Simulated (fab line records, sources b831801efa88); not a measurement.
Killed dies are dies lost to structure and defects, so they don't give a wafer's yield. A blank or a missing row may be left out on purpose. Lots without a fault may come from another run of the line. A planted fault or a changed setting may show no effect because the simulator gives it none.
Which tool did it? | flow sky130 | 14 lots, 42 wafers sampled, at 4 steps of a route of 708

WHAT THE GAUGES READ, wafer by wafer
SKY_NWELL_RS_MEAS_29: measures by four-point-probe. Usual: NWELL_RS 625.3 ohm/sq, standard deviation 1.5.
lot  | measured     | on            | NWELL_RS (ohm/sq) | flag
L874 | day 5 13:56  | film_metro-02 | 624.4 626.6 625.4 |
L875 | day 5 19:04  | film_metro-01 | 627.1 627.6 626.6 |
L877 | day 6 03:59  | film_metro-02 | 625.5 626.8 625.6 |
L878 | day 6 09:35  | film_metro-04 | 626.8 628.1 626.5 |
L880 | day 6 20:44  | film_metro-01 | 626.3 623.9 624.5 |
L883 | day 7 15:04  | film_metro-04 | 627.9 626.7 626.4 |
L884 | day 8 04:31  | film_metro-02 | 624.7 625.6 625.0 |
L886 | day 8 13:10  | film_metro-04 | 622.7 625.6 625.0 |
L890 | day 9 08:55  | film_metro-02 | 625.8 624.9 626.0 |
L893 | day 10 02:07 | film_metro-04 | 626.8 625.7 626.4 |
L894 | day 10 10:14 | film_metro-02 | 623.4 624.1 623.5 |
L895 | day 10 15:25 | film_metro-04 | 626.4 624.0 624.6 |
L896 | day 10 23:52 | film_metro-01 | 622.4 624.9 623.1 |
L897 | day 11 07:35 | film_metro-01 | 622.7 624.9 624.2 |

SKY_VT_ADJUST_HVTP_CD_MEAS_07: target cd 380 nm. Usual: cd_nm 379.0 nm, standard deviation 2.6.
lot  | measured     | on        | cd_nm (nm)        | flag
L874 | day 6 08:46  | cd_sem-01 | 379.4 380.3 377.4 |
L875 | day 6 14:20  | cd_sem-02 | 380.9 380.4 379.1 |
L877 | day 6 22:44  | cd_sem-01 | 381.0 381.7 380.8 |
L878 | day 7 04:29  | cd_sem-01 | 380.9 382.1 382.5 |
L880 | day 7 17:12  | cd_sem-02 | 384.0 380.9 381.5 |
L883 | day 8 11:49  | cd_sem-01 | 383.0 382.1 381.3 |
L884 | day 9 01:26  | cd_sem-02 | 375.3 374.2 377.9 |
L886 | day 9 10:35  | cd_sem-02 | 380.8 379.6 379.4 |
L890 | day 10 06:26 | cd_sem-01 | 382.2 379.2 381.9 |
L893 | day 10 23:58 | cd_sem-02 | 384.4 383.0 384.4 |
L894 | day 11 08:14 | cd_sem-02 | 375.2 373.9 373.3 |
L895 | day 11 14:52 | cd_sem-02 | 376.9 378.3 374.7 |
L896 | day 11 23:28 | cd_sem-01 | 376.4 375.5 376.9 |
L897 | day 12 07:36 | cd_sem-01 | 377.9 379.0 377.3 |

WHICH TOOL RAN EACH LOT (tool, then ch and the chambers of the sampled wafers, then the start)
lot  | SKY_NWELL_DEVELOP_22              | SKY_NWELL_RTA_28
L874 | litho_track-01 ch 0, day 5 13:00  | rtp_anneal-02 ch 0, day 5 13:50
L875 | litho_track-01 ch 0, day 5 18:00  | rtp_anneal-01 ch 0, day 5 18:58
L877 | litho_track-01 ch 0, day 6 03:00  | rtp_anneal-02 ch 0, day 6 03:53
L878 | litho_track-04 ch 0, day 6 08:00  | rtp_anneal-01 ch 0, day 6 09:29
L880 | litho_track-03 ch 0, day 6 20:00  | rtp_anneal-02 ch 0, day 6 20:38
L883 | litho_track-01 ch 0, day 7 14:00  | rtp_anneal-01 ch 0, day 7 14:58
L884 | litho_track-01 ch 0, day 8 03:00  | rtp_anneal-01 ch 0, day 8 04:25
L886 | litho_track-01 ch 0, day 8 12:00  | rtp_anneal-02 ch 0, day 8 12:58
L890 | litho_track-03 ch 0, day 9 08:00  | rtp_anneal-01 ch 0, day 9 08:49
L893 | litho_track-04 ch 0, day 10 01:00 | rtp_anneal-01 ch 0, day 10 02:01
L894 | litho_track-03 ch 0, day 10 09:00 | rtp_anneal-02 ch 0, day 10 10:08
L895 | litho_track-01 ch 0, day 10 14:00 | rtp_anneal-02 ch 0, day 10 15:19
L896 | litho_track-01 ch 0, day 10 23:00 | rtp_anneal-02 ch 0, day 10 23:46
L897 | litho_track-01 ch 0, day 11 06:00 | rtp_anneal-01 ch 0, day 11 07:29
- SKY_NWELL_DEVELOP_22: develop time 60 s.
- SKY_NWELL_RTA_28: time 30 s.

WHAT THE TOOLS THEMSELVES READ (means of the sampled wafers that have a number; where no wafer has one, the mark that the record gives instead)
SKY_NWELL_DEVELOP_22. Usual: developer_temp_C 23.00 C, standard deviation 0.11.
lot  | tool           | developer_temp_C (C) | flag
L874 | litho_track-01 | 22.92                |
L875 | litho_track-01 | 22.93                |
L877 | litho_track-01 | 22.89                |
L878 | litho_track-04 | 23.11                |
L880 | litho_track-03 | 22.91                |
L883 | litho_track-01 | 25.17                | OFF
L884 | litho_track-01 | 25.29                | OFF
L886 | litho_track-01 | 25.48                | OFF
L890 | litho_track-03 | 23.04                |
L893 | litho_track-04 | 23.14                |
L894 | litho_track-03 | 23.04                |
L895 | litho_track-01 | 22.96                |
L896 | litho_track-01 | 23.03                |
L897 | litho_track-01 | 22.95                |

SKY_NWELL_RTA_28. Usual: lamp_power_pct 25.30 %, standard deviation 0.053; ramp_up_c_per_s 150.00, standard deviation 0.025; wafer_temp_C_max 1054.9, standard deviation 1.
lot  | tool          | lamp_power_pct (%) | ramp_up_c_per_s | wafer_temp_C_max | flag
L874 | rtp_anneal-02 | 25.36              | 150.01          | 1054.3           |
L875 | rtp_anneal-01 | 25.29              | 150.01          | 1054.3           |
L877 | rtp_anneal-02 | 25.24              | 150.00          | 1055.3           |
L878 | rtp_anneal-01 | 25.29              | 150.01          | 1054.7           |
L880 | rtp_anneal-02 | 25.36              | 150.00          | 1054.6           |
L883 | rtp_anneal-01 | 25.29              | 150.00          | 1054.7           |
L884 | rtp_anneal-01 | 25.25              | 150.03          | 1054.0           |
L886 | rtp_anneal-02 | 25.31              | 150.00          | 1054.2           |
L890 | rtp_anneal-01 | 25.32              | 149.98          | 1055.3           |
L893 | rtp_anneal-01 | 25.30              | 149.99          | 1055.4           |
L894 | rtp_anneal-02 | 25.32              | 149.98          | 1054.5           |
L895 | rtp_anneal-02 | 25.31              | 150.03          | 1055.3           |
L896 | rtp_anneal-02 | 25.33              | 150.02          | 1055.2           |
L897 | rtp_anneal-01 | 25.26              | 150.01          | 1055.2           |

THE ANSWER, worked out from the rows above alone
Rule: a lot is off if the mean of its wafers that have a number lies more than 3 standard deviations from the usual mean. A lot without any number at a reading at which 4 lots or more have one is off too. The other lots that the step has rows for count as sound. The gauges are gone through in route order, then the tools' own readings, and for those a lot's mean is taken as printed above. The first step at which some lot is off is used, and at that step the reading that is off furthest; a lot without a number counts as furthest.
Off: L883, L884, L886, at SKY_NWELL_DEVELOP_22 (developer_temp_C).
A tool fits if, at that step or a process step before it, it ran every lot that is off, and no sound lot after the first of them. None of those tried fits.

WHAT THE SIMULATOR HAD PUT IN
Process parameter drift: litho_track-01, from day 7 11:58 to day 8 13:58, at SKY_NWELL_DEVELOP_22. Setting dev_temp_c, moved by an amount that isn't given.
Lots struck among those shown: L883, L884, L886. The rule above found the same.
